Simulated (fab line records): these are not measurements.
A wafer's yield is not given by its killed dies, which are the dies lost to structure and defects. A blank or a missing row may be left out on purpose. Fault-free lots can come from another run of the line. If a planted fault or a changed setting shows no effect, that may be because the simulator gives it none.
A struck lot beside a sound one	flow sky130	15 steps out of a route of 708
Sound: these wafers, L707.2, L707.3, L707.4. Struck: wafer L717.5 (left out: L717.3, a lot-mate that was not struck); the cause follows at the end.
Each step with rows lists, per side, the tool, then ch with its chambers, then its first start. Under that, the readings that differ: sound wafers	struck wafers	difference of the means	sigmas: that difference in standard deviations of wafers without a fault.
alike: readings with means less than 2 such deviations apart, plus words and numbers identical on both sides. not compared: withheld readings, readings lacking a value on some wafer, bounds such as >300 that could conceal the same value, and numbers that have no deviation in the record and whose values overlap.
A row with sigmas, a row that says differs or no value, or rows on one side alone: a step with any of these is where the two part. Numbers that have no deviation but don't overlap get no sigmas and don't part them. A reading missing from all wafers of one side parts the sides only when that side holds two or more wafers.

first, 8 steps without rows for these wafers: SKY_FIELD_ISO_DEHYDRATE_05 (time 60 s); SKY_FIELD_ISO_HMDS_06 (prime time 60 s); SKY_FIELD_ISO_COAT_07 (resist thk 60 nm); SKY_FIELD_ISO_COAT_08 (resist thk 450 nm); SKY_FIELD_ISO_SOFTBAKE_09 (time 90 s); SKY_FIELD_ISO_EXPOSE_10 (exposes mask FOM, target cd 150 nm); SKY_FIELD_ISO_PEB_11; SKY_FIELD_ISO_DEVELOP_12 (develop time 60 s).
SKY_FIELD_ISO_CD_MEAS_13 targets a cd of 150 nm.
  sound: cdSem-02 at day 4 10:17; struck: cdSem-02 at day 6 12:55
  alike: cdNm
SKY_FIELD_ISO_ETCH_14: etches BARC in N2/H2, stops on SiO2, time 45.9 s, target depth 60 nm.
  sound on rieDiel-01 ch 0,2,3, day 4 10:23; struck on rieDiel-04 ch 1, day 6 12:59
  alike: drypumpMotorCurrentA, oesProductAu, runLengthS, throttleValvePct
  not compared: rfHoursCounterH
SKY_FIELD_ISO_ETCH_15: etches the open film in CHF3/O2, stops on Si, target depth 180 nm, time 72 s.
  sound on rieDiel-01 ch 0,2,3, day 4 10:25; struck on rieDiel-04 ch 1, day 6 13:02
  alike: drypumpMotorCurrentA, oesProductAu, runLengthS, throttleValvePct
  not compared: rfHoursCounterH
SKY_FIELD_ISO_STRIP_16: strips in O2/N2.
  sound on plasmaAsher-04 ch 0,1, day 4 10:29; struck on plasmaAsher-04 ch 0, day 6 13:07
  alike: drypumpMotorCurrentA, oesProductAu, stripTimeToEndpointS
  not compared: rfHoursCounterH
SKY_FIELD_ISO_ETCH_17: etches Si in HBr/Cl2/O2, target depth 342 nm, time 97.7 s.
  sound on rieSi-01 ch 0,1,2, day 4 10:35; struck on rieSi-02 ch 2, day 6 13:11
reading	sound	struck	difference	sigmas
runLengthS (s)	125.9 126.0 126.2	112.4	-13.6	-44
model.FIELD_ISO.featureDepthNm (nm)	330.6 334.2 352.4	289.7	-49.4	
model.etch.depthNm (nm)	330.6 334.2 352.4	289.7	-49.4	
  alike: drypumpMotorCurrentA, mfcCl2Sccm, oesProductAu, throttleValvePct
  not compared: rfHoursCounterH
then, 1 step without rows for these wafers: SKY_FIELD_ISO_WET_ETCH_18 (etches Si3N4 in H3PO4, target depth 25 nm, time 286 s).
-- a jump in the record: the struck wafers' starts before and after are 45 days apart (it breaks off in module FIELD_ISO and resumes in module PAD_OPEN, where the first step shown is number 708 of the route) --
SKY_PAD_OPEN_PROBE_99:
  sound: prober-01 at day 49 07:17; struck: prober-01 at day 51 08:47
reading	sound	struck	difference	sigmas
killed_at_M4_up	8 3 6	1	-5	-2
killedShort	40 41 43	54	+13	+2
  alike: killed_at_M0_to_M3, killedAtContacts, killedAtFrontEnd, killedAtOther, killedDies, killedOnRim, killedOpen

== WHERE THEY PART ==
Last at SKY_PAD_OPEN_PROBE_99 as far as this record goes, first at SKY_FIELD_ISO_ETCH_17.

WHY: what the simulator had put in
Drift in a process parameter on rieSi-02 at SKY_FIELD_ISO_ETCH_17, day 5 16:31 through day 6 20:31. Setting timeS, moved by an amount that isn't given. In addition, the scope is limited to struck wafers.
